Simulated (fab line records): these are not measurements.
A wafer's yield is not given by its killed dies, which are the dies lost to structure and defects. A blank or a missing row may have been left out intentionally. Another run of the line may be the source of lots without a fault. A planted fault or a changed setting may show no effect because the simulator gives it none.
Matching of chambers + flow sky130 + SKY_VIA4_CMP_21 on cmp-02: 4 sister chambers
The step polishes, stops on SiO2, t overpolish 25 s, target thk 0 nm. 8 wafers are shown with their chamber, then 7 later ones without.

## EACH WAFER AND ITS CHAMBER
| wafer  | chamber | motor current A (A) | time to endpoint s (s) |
|--------|---------|---------------------|------------------------|
| L128.6 | 1       | 11.0                | 131                    |
| L129.2 | 2       | 10.7                | 124                    |
| L129.5 | 3       | 9.6                 | 119                    |
| L130.1 | 3       | 9.4                 | 115                    |
| L130.3 | 1       | 11.6                | 132                    |
| L130.4 | 0       | 13.2                | 116                    |
| L131.1 | 0       | 13.1                | 119                    |
| L131.2 | 2       | 10.1                | 122                    |

## WAFERS WITH NO CHAMBER GIVEN
| wafer  | motor current A (A) | time to endpoint s (s) |
|--------|---------------------|------------------------|
| L131.3 | 9.8                 | 116                    |
| L142.1 | 12.7                | 123                    |
| L142.2 | 9.6                 | 115                    |
| L142.5 | 9.2                 | 117                    |
| L147.2 | 10.5                | 123                    |
| L147.3 | 11.4                | 126                    |
| L147.5 | 10.1                | 112                    |

## CHAMBER TAKEN BY EACH
| wafer  | from the rows above     | in truth |
|--------|-------------------------|----------|
| L131.3 | 3                       | 3        |
| L142.1 | 0                       | 0        |
| L142.2 | 3                       | 3        |
| L142.5 | 3                       | 3        |
| L147.2 | 2                       | 2        |
| L147.3 | can't be placed: 1 or 2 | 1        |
| L147.5 | 3                       | 3        |
Correct placement for 6 of the 7. These rows do not allow placing 1 (true chamber among the candidates in 1). Placed wrongly: 0.
How it was worked out, from the rows above alone: a wafer's distance from a chamber is the root of the sum, over the readings, of the square of ((its reading less the chamber's mean) divided by the reading's scatter). The wafer belongs to the nearest chamber; if the next one is less than 2 further off, it can't be placed. The mean given for a chamber averages the wafers shown for that chamber. The scatter: take each reading less its chamber's mean, square it, sum over the shown wafers, divide by the number of wafers less the number of chambers, and take the root.
